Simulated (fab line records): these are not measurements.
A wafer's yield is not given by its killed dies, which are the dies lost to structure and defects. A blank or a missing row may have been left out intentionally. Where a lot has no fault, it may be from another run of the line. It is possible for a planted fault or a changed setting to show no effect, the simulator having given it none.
The same fault as seen by 2 desks	flow sky130	every desk sees just its own numbers, and what lay behind them comes last

## AT THE TOOL OWNER'S DESK: implanter-03
The tool's own readings at SKY_LDD_N_IMPLANT_13, given as means over the sampled wafers that have a number, one for each lot that went through this tool. Marked OUT: a lot whose mean sits more than 4 standard deviations from the usual mean, which makes it out of limits; the brackets give that distance.
Columns: A = rotation-deg at SKY_LDD_N_IMPLANT_13, usual 89.997 degrees
lot	first seen here	A
L279	day 20 16:20	89.942
L286	day 23 13:44	281.627 (+99 or more) OUT
L287	day 24 05:14	281.653 (+99 or more) OUT
Finding of this desk: L286, L287 out of limits; the first was L286 at day 23 13:44, on rotation-deg at SKY_LDD_N_IMPLANT_13. L279 stayed within limits.

## AT THE METROLOGY DESK
What the gauges read for every lot (on any tool): the sampled wafers with a number, averaged. Marked OUT: a lot whose mean sits more than 4 standard deviations from the usual mean, which makes it out of limits; the brackets give that distance.
Columns: A = LDD_N_OVL at SKY_LDD_N_OVL_MEAS_07, usual 0.8 nm
lot	first seen here	A
L279	day 20 15:33	-0.5
L280	day 21 00:37	2.3
L286	day 23 12:57	1.5
L287	day 24 04:27	2.8
L295	day 26 04:49	-0.5
L296	day 26 13:59	3.1
This desk found nothing out of limits on any of the 6 lots.

## TAKEN TOGETHER
An alarm could have come from the tool owner's desk at day 23 13:44, on L286, L287.
The metrology desk saw nothing out of limits.
The metrology desk has L286, L287 on record, within its limits.
The lots listed all ran SKY_LDD_N_IMPLANT_13 on implanter-03.

## WHAT HAD BEEN PUT IN BY THE SIMULATOR
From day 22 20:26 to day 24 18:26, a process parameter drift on implanter-03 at SKY_LDD_N_IMPLANT_13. A move of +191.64 in setting rotation-deg, from 90. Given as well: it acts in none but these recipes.
Lots struck among those shown: L286, L287.
Hours from the fault's start to each desk's first reading out of limits: the tool owner's desk, 17.
